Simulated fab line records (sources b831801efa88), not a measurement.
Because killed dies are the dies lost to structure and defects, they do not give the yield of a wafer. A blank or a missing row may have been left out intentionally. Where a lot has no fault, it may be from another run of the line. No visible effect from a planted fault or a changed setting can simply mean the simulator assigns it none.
Code-filled problem report in 8D (eight disciplines) form :: flow gf180mcu :: the parts of the form that need people (team, actions taken, sign-off) are left out

== 1. PROBLEM STATEMENT ==
Across 6 wafers from 2 lots, V3_CVD_02_THK at GF_V3_THK_MEAS_03 averages 727 nm, while fault-free wafers read 851 nm with a standard deviation of 13. That is -9.5 standard deviations from the usual mean.
Earliest sighting: wafer L844.2 on film-metro-03 at day 28 00:16. Wafers with a number at this step in the record: 33, from 11 lots. The rule behind "out" and "out of limits": a value lying over 4 standard deviations away from the usual mean. All remaining wafers that have a number are taken as sound.

== 2. WHAT THIS IS AND IS NOT ==
question: which readings at this step
is: V3_CVD_02_THK
is not: -

question: which lots
is: L844, L846
is not: L825, L829, L830, L832, L836, L837, L838, L847, L848

question: which wafers of those lots
is: all that have a number
is not: -

question: read on which gauges
is: film-metro-03, film-metro-04
is not: film-metro-02

question: when
is: from day 28 00:16
is not: up to then (21 sound wafers); but 6 sound wafers of L847, L848 came after

== 3. THE SUSPECTS, EACH WITH WHAT RULES IT OUT ==
Counting: any tool at a process step up to the reading is kept as a suspect provided that every lot that is out went through it and no sound lot did after the first of them.
- the gauge at GF_V3_THK_MEAS_03: ruled out. Those wafers that are out were read across 2 gauges (film-metro-03, film-metro-04).
- rie-diel-04 at GF_V2_ETCH_17 (etches SiO2 in C4F8/O2/Ar, stops on TiN, target depth 630 nm): ruled out as a lasting fault. Sound lots L848 ran on it after its first lot that is out, L844 (day 27 23:23). GF_V2_ETCH_17: start missing for some lots; hours and lot order therefore follow GF_M3_METAL_ETCH_16.
- pecvd-03 at GF_V3_CVD_02 (deposits SiO2 from TEOS, target thk 850 nm, time 94.851 s): kept. All lots that are out passed through it, beginning with L844 at day 28 00:11, and no sound lot followed; its final sound lot before that point was L836 at day 25 13:29. Its own readings are out on those wafers: run-length-s.
After counting, what remains is pecvd-03 at GF_V3_CVD_02.

== 4. THE CAUSE (what the simulator had put in) ==
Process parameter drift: pecvd-03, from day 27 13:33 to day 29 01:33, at GF_V3_CVD_02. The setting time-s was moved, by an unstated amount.
Counting left only this tool.

== 5. THE EFFECT CHAIN, in route order ==
Rows list readings where the struck wafers' mean (over those with a number) sits beyond 3 standard deviations from the usual. Only readings for which the record gives a usual standard deviation are gone through. hours: the time from each lot's start at the first step in this table that gives one to its start at this step, as a median over the lots. sigmas: the change in usual standard deviations.
hours: 0
step: GF_V3_CVD_02
reading: run-length-s
usual: 122.9 s
on struck wafers: 108.9
change: -14.0
sigmas: -28

hours: 0
step: GF_V3_THK_MEAS_03
reading: V3_CVD_02_THK
usual: 851 nm
on struck wafers: 727
change: -124
sigmas: -9.5

hours: 5
step: GF_V3_CMP_04
reading: time-to-endpoint-s
usual: 82 s
on struck wafers: 39
change: -43
sigmas: -7.5
Here are the process steps it includes:
- GF_V3_CVD_02: deposits SiO2 from TEOS, target thk 850 nm, time 94.851 s.
- GF_V3_CMP_04: polishes SiO2.
Readings that are blank on the struck wafers while sound wafers have them: susceptor-temp-C at GF_V3_CVD_02.
At these later measuring or inspecting steps, every struck wafer for which the step has a row has a number for every such reading, and none has moved that far: GF_V3_BOW_MEAS_05.

== 6. HOW IT WOULD HAVE BEEN CAUGHT EARLIER ==
The first out-of-limits reading at a measuring or inspecting step in this record came at day 28 00:16, 11 hours after the fault's start at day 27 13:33.
The tool's own readings at GF_V3_CVD_02 were out on every struck wafer that the step has a row for (run-length-s): an alarm limit on them would have fired on the first of those.
L846, from the lots that are out (2), started GF_V3_CVD_02 on pecvd-03 later than day 28 00:16. A hold on the tool at that time would have spared it.
